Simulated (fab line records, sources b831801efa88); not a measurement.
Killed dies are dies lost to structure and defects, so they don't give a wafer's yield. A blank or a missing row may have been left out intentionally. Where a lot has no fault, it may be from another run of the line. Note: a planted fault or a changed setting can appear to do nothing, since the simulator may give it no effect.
Comparing a struck lot with a sound one ; flow gf180mcu ; 15 out of 602 route steps
Sound: these wafers, L589.3, L589.5, L589.6. Wafers L592.1, L592.4, L592.5 were the ones struck. At the end, the cause is stated.
Order at every step that has rows: each side's tool, ch and its chambers, its first start. Under that, the readings that differ: sound wafers ; struck wafers ; difference of the means ; sigmas: that difference in standard deviations of wafers without a fault.
alike: readings whose means differ by less than 2 such deviations, and words and numbers that are the same on both sides. not compared: withheld readings, readings that some wafer has no value for, bounds like >300 that may hide the same value, and numbers for which the record gives no deviation and whose values overlap.
Wherever a step has rows on one side only, a row that says differs or no value, or a row with sigmas, the two part there. Numbers that have no deviation but don't overlap get no sigmas and don't part them. A reading missing from all wafers of one side parts the sides only when that side holds two or more wafers.

GF_V5_BOW_MEAS_05:
  sound on filmMetro-02, day 29 04:31; struck on filmMetro-01, day 29 18:56
  alike: V5_BOW
then, 6 steps without rows for these wafers: GF_V5_DEHYDRATE_06 (time 60 s); GF_V5_HMDS_07 (prime time 60 s); GF_V5_COAT_08; GF_V5_COAT_09 (resist thk 1000 nm); GF_V5_SOFTBAKE_10 (time 60 s); GF_V5_EXPOSE_11 (exposes mask Via5, target cd 260 nm).
GF_V5_PEB_12: peb time 92.22 s.
  sound on lithoTrack-01 ch 0; struck on lithoTrack-04 ch 0
  alike: plateSensorTCentreC, plateSensorTEdgeC
then, 1 step without rows for these wafers: GF_V5_DEVELOP_13 (develop time 60 s).
GF_V5_CD_MEAS_14: the cd target is 260 nm.
  sound on cdSem-01, day 29 23:00; struck on cdSem-02, day 30 13:19
  alike: cdNm
GF_V5_OVL_MEAS_15:
  sound on overlay-02, day 29 23:05; struck on overlay-01, day 30 13:26
  alike: V5_OVL
GF_V5_ETCH_16: etches BARC in N2/H2.
  sound on rieDiel-01 ch 1,2,3, day 29 23:07; struck on rieDiel-01 ch 0,3, day 30 13:29
  alike: biasW, chamberPressureMTorr, drypumpMotorCurrentA, h2FlowSccm, oesProductAu, throttleValvePct
GF_V5_ETCH_17: etches SiO2 in C4F8/O2/Ar, stops on TiN, target depth 855 nm.
  sound on rieDiel-01 ch 1,2,3, day 29 23:00; struck on rieDiel-01 ch 0,3, day 30 13:00
  no value came back on the struck wafers for biasW (W), chamberPressureMTorr (mTorr), oesProductAu (a.u.); on the sound wafers biasW (W) reads 1202 1202 1200
GF_V5_STRIP_18: strips in O2/N2.
  sound on plasmaAsher-04 ch 0,1, day 29 23:18; struck on plasmaAsher-03 ch 0,1, day 30 13:38
reading;sound;struck;difference;sigmas
oesProductAu (a.u.);0.567 0.570 0.563;0.668 0.664 0.671;+0.101;+18
  alike: drypumpMotorCurrentA, heaterPowerW
  not compared: rfHoursCounterH
then, 1 step without rows for these wafers: GF_V5_STRIP_19 (strips in post etch residue remover, time 1200 s).

== WHERE THEY PART ==
Last at GF_V5_STRIP_18 as far as this record goes, first at GF_V5_ETCH_17.

WHY: whatever the simulator had introduced
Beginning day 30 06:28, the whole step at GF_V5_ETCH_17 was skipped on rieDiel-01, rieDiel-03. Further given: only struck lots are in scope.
